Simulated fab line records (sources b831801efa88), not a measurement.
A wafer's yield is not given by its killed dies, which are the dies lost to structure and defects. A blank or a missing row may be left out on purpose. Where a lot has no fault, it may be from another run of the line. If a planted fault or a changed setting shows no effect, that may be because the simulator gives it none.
Struck lot and sound lot, side by side / flow gf180mcu / 18 out of 602 route steps
Sound: these wafers, L564.2, L564.3, L564.6. Wafers L575.2, L575.3 were the ones struck. The cause comes at the end.
Each step with rows lists, per side, the tool, then ch with its chambers, then its first start. Under that, the readings that differ: sound wafers / struck wafers / difference of the means / sigmas: that difference in standard deviations of wafers without a fault.
alike: words and numbers the same on both sides, and readings whose means are apart by under 2 such deviations; not compared: readings that were withheld, readings missing a value for some wafer, numbers with overlapping values and no deviation given by the record, and bounds like >300 which may hide the same value.
A row with sigmas, a row that says differs or no value, or rows on one side alone: a step with any of these is where the two part. Numbers that have no deviation but don't overlap get no sigmas and don't part them. Lack of a reading on every wafer of one side parts them only where that side has two or more wafers.

first, 2 steps without rows for these wafers: GF_VT_IMPLANT_PEB_05; GF_VT_IMPLANT_DEVELOP_06 (develop time 60 s).
GF_VT_IMPLANT_OVL_MEAS_07:
  struck on overlay-02, day 8 18:25; sound on overlay-02, day 5 19:34
  alike: VT_IMPLANT_OVL
then, 1 step without rows for these wafers: GF_VT_IMPLANT_IMPLANT_08.
GF_VT_IMPLANT_STRIP_09: strips in O2/N2.
  sound on plasma asher-03 ch 0,1, day 5 19:45; struck on plasma asher-03 ch 0,1, day 8 18:36
  alike: drypump motor current A, heater power w, oes product au, strip time to endpoint s
  not compared: rf hours counter h
GF_VT_IMPLANT_TW_MEAS_10:
  struck on film metro-03, day 8 18:43; sound on film metro-04, day 5 19:52
  alike: VT_IMPLANT_TW
then, 6 steps without rows for these wafers: GF_VT_IMPLANT_DEHYDRATE_11 (time 60 s); GF_VT_IMPLANT_HMDS_12 (prime time 60 s); GF_VT_IMPLANT_COAT_13 (resist thk 1000 nm); GF_VT_IMPLANT_SOFTBAKE_14 (time 60 s); GF_VT_IMPLANT_EXPOSE_15 (exposes mask Nwell LV AREA, target cd 860 nm); GF_VT_IMPLANT_PEB_16.
GF_VT_IMPLANT_DEVELOP_17: develop time 60 s.
  sound on litho track-04 ch 0, day 6 10:41; struck on litho track-04 ch 0, day 9 10:29
GF_VT_IMPLANT_OVL_MEAS_18:
  struck on overlay-01, day 9 10:37; sound on overlay-02, day 6 10:49
reading=VT_IMPLANT_01_OVL (nm); sound=-1.1 -0.3 -0.1; struck=- -; difference=no value on the struck wafers; sigmas=
then, 1 step without rows for these wafers: GF_VT_IMPLANT_IMPLANT_19.
GF_VT_IMPLANT_STRIP_20: strips in O2/N2.
  sound on plasma asher-04 ch 0,1, day 6 11:00; struck on plasma asher-03 ch 0, day 9 10:48
reading=strip time to endpoint s (s); sound=12.63 12.55 12.58; struck=12.67 12.66; difference=+0.08; sigmas=+2
  alike: drypump motor current A, heater power w, oes product au
  not compared: rf hours counter h
GF_VT_IMPLANT_TW_MEAS_21:
  struck on film metro-01, day 9 10:55; sound on film metro-03, day 6 11:07
reading=VT_IMPLANT_2_TW; sound=1203 1202 1198; struck=30 30; difference=-1171; sigmas=-78
then, 1 step without rows for these wafers: GF_VT_IMPLANT_DEHYDRATE_22 (time 60 s).

WHERE THEY PART
First at GF_VT_IMPLANT_OVL_MEAS_18; last, within this record, at GF_VT_IMPLANT_TW_MEAS_21.

WHY: what had been put in by the simulator
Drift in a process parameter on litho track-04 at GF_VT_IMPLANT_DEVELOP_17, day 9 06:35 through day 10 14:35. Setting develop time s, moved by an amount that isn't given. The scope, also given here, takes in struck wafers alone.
